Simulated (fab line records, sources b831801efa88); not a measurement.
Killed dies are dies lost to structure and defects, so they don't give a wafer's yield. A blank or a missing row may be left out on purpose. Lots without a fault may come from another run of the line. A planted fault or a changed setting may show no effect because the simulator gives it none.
Which tool did it? | flow gf180mcu | 12 lots, 36 wafers sampled, at 4 steps of a route of 602

WHAT THE GAUGES READ, wafer by wafer
GF_PASSIVATION_BOW_MEAS_14. Usual: PASSIVATION_BOW 138 um, standard deviation 11.
lot  | measured     | on            | PASSIVATION_BOW (um) | flag
L140 | day 28 22:04 | film_metro-01 | 139 121 147          |
L141 | day 29 15:28 | film_metro-01 | 151 136 150          |
L142 | day 29 18:08 | film_metro-02 | 142 157 149          |
L145 | day 31 01:16 | film_metro-02 | 146 145 147          |
L147 | day 31 05:34 | film_metro-04 | 136 131 134          |
L148 | day 31 13:40 | film_metro-02 | 142 142 137          |
L154 | day 33 01:31 | film_metro-04 | 135 127 127          |
L156 | day 33 11:27 | film_metro-04 | 133 128 130          |
L158 | day 33 23:53 | film_metro-01 | 149 125 134          |
L159 | day 34 00:50 | film_metro-02 | 146 143 141          |
L161 | day 34 12:28 | film_metro-04 | 142 147 152          |
L162 | day 34 18:29 | film_metro-01 | 138 140 140          |

WHICH TOOL RAN EACH LOT (tool, then ch and the chambers of the sampled wafers, then the start)
lot  | GF_M1_METAL_ETCH_16               | GF_M4_SPUTTER_01             | GF_M4_METAL_ETCH_16
L140 | rie_metal-03 ch 0,1, day 16 22:20 | pvd_sputter-01, day 22 07:01 | rie_metal-02 ch 0,1, day 23 06:22
L141 | rie_metal-03 ch 0,1, day 17 19:13 | pvd_sputter-02, day 23 04:41 | rie_metal-03 ch 1, day 24 03:23
L142 | rie_metal-04 ch 0,1, day 17 22:14 | pvd_sputter-01, day 23 07:22 | rie_metal-03 ch 1, day 24 05:41
L145 | rie_metal-03 ch 0,1, day 19 11:38 | pvd_sputter-01, day 24 19:13 | rie_metal-03 ch 0,1, day 25 17:23
L147 | rie_metal-03 ch 0,1, day 19 20:37 | pvd_sputter-01, day 25 02:25 | rie_metal-03 ch 0,1, day 25 23:26
L148 | rie_metal-03 ch 0,1, day 20 05:50 | pvd_sputter-02, day 25 11:04 | rie_metal-03 ch 0,1, day 26 08:32
L154 | rie_metal-04 ch 0,1, day 22 08:38 | pvd_sputter-02, day 27 06:46 | rie_metal-02 ch 0,1, day 28 02:17
L156 | rie_metal-01 ch 0,1, day 23 00:05 | pvd_sputter-03, day 27 20:29 | rie_metal-04 ch 0,1, day 28 16:14
L158 | rie_metal-03 ch 0,1, day 23 19:02 | pvd_sputter-01, day 28 12:24 | rie_metal-03 ch 0,1, day 29 07:29
L159 | rie_metal-03 ch 1, day 23 23:30   | pvd_sputter-03, day 28 17:15 | rie_metal-02 ch 0,1, day 29 12:54
L161 | rie_metal-01 ch 1, day 24 13:26   | pvd_sputter-01, day 29 05:19 | rie_metal-03 ch 1, day 30 00:35
L162 | rie_metal-03 ch 0,1, day 24 20:41 | pvd_sputter-02, day 29 11:17 | rie_metal-04 ch 0,1, day 30 06:20
- GF_M1_METAL_ETCH_16: etches the open film in Cl2/BCl3, stops on SiO2, target depth 750.8 nm, time 125.1 s.
- GF_M4_SPUTTER_01: material TiN, target thk 30 nm, time 25 s.
- GF_M4_METAL_ETCH_16: etches the open film in Cl2/BCl3, stops on SiO2, target depth 750.8 nm, time 125.1 s.

WHAT THE TOOLS THEMSELVES READ (means of the sampled wafers that have a number; where no wafer has one, the mark that the record gives instead)
GF_M1_METAL_ETCH_16. Usual: drypump_motor_current_A 5.6 A, standard deviation 0.52; mfc_cl2_sccm 79.99 sccm, standard deviation 0.23; oes_product_au 0.990 a.u., standard deviation 0.0068; throttle_valve_pct 28.229 %, standard deviation 0.011.
lot  | tool         | drypump_motor_current_A (A) | mfc_cl2_sccm (sccm) | oes_product_au (a.u.) | throttle_valve_pct (%) | flag
L140 | rie_metal-03 | 5.3                         | 80.10               | 0.994                 | 28.223                 |
L141 | rie_metal-03 | 5.7                         | 79.93               | 0.995                 | 28.230                 |
L142 | rie_metal-04 | 5.9                         | 79.96               | 0.994                 | 28.236                 |
L145 | rie_metal-03 | 5.3                         | 80.10               | 0.995                 | 28.222                 |
L147 | rie_metal-03 | 5.7                         | 80.11               | 0.992                 | 28.225                 |
L148 | rie_metal-03 | 5.7                         | 79.97               | 0.991                 | 28.227                 |
L154 | rie_metal-04 | 6.0                         | 79.92               | 0.983                 | 28.229                 |
L156 | rie_metal-01 | 5.6                         | 79.84               | 0.991                 | 28.234                 |
L158 | rie_metal-03 | 5.3                         | 80.33               | 0.996                 | 28.218                 |
L159 | rie_metal-03 | 4.8                         | 79.74               | 0.993                 | 28.228                 |
L161 | rie_metal-01 | 5.4                         | 80.04               | 0.972                 | 28.243                 |
L162 | rie_metal-03 | 5.7                         | 79.65               | 0.981                 | 28.237                 |

GF_M4_SPUTTER_01. Usual: throttle_valve_pct 29.7 %, standard deviation 0.84.
lot  | tool           | throttle_valve_pct (%) | flag
L140 | pvd_sputter-01 | 28.7                   |
L141 | pvd_sputter-02 | 30.8                   |
L142 | pvd_sputter-01 | 29.1                   |
L145 | pvd_sputter-01 | 29.2                   |
L147 | pvd_sputter-01 | 29.4                   |
L148 | pvd_sputter-02 | 29.8                   |
L154 | pvd_sputter-02 | 29.8                   |
L156 | pvd_sputter-03 | 29.8                   |
L158 | pvd_sputter-01 | 29.3                   |
L159 | pvd_sputter-03 | 29.9                   |
L161 | pvd_sputter-01 | 29.4                   |
L162 | pvd_sputter-02 | 30.7                   |

GF_M4_METAL_ETCH_16. Usual: drypump_motor_current_A 5.7 A, standard deviation 0.63; mfc_cl2_sccm 80.01 sccm, standard deviation 0.25; oes_product_au 0.990 a.u., standard deviation 0.0064; throttle_valve_pct 28.230 %, standard deviation 0.011.
lot  | tool         | drypump_motor_current_A (A) | mfc_cl2_sccm (sccm) | oes_product_au (a.u.) | throttle_valve_pct (%) | flag
L140 | rie_metal-02 | 6.1                         | 80.00               | 0.986                 | 28.231                 |
L141 | rie_metal-03 | 4.8                         | 79.81               | 0.993                 | 28.217                 |
L142 | rie_metal-03 | 4.8                         | 80.17               | 1.001                 | 28.229                 |
L145 | rie_metal-03 | 5.3                         | 79.80               | 0.990                 | 28.224                 |
L147 | rie_metal-03 | 5.7                         | 80.04               | 0.986                 | 28.243                 |
L148 | rie_metal-03 | 5.7                         | 80.07               | 0.987                 | 28.222                 |
L154 | rie_metal-02 | 6.2                         | 79.94               | 0.990                 | 28.222                 |
L156 | rie_metal-04 | 5.9                         | 80.00               | 0.992                 | 28.221                 |
L158 | rie_metal-03 | 5.3                         | 79.95               | 0.982                 | 28.236                 |
L159 | rie_metal-02 | 6.1                         | 79.84               | 0.984                 | 28.237                 |
L161 | rie_metal-03 | 4.8                         | 80.12               | 0.987                 | 28.228                 |
L162 | rie_metal-04 | 5.9                         | 80.24               | 0.986                 | 28.226                 |

THE ANSWER, worked out from the rows above alone
Rule: a lot is off if the mean of its wafers that have a number lies more than 3 standard deviations from the usual mean. A lot without any number at a reading at which 4 lots or more have one is off too. The other lots that the step has rows for count as sound. The gauges are gone through in route order, then the tools' own readings, and for those a lot's mean is taken as printed above. The first step at which some lot is off is used, and at that step the reading that is off furthest; a lot without a number counts as furthest.
No lot is off at any reading shown: from this, nothing can be told.

WHAT THE SIMULATOR HAD PUT IN
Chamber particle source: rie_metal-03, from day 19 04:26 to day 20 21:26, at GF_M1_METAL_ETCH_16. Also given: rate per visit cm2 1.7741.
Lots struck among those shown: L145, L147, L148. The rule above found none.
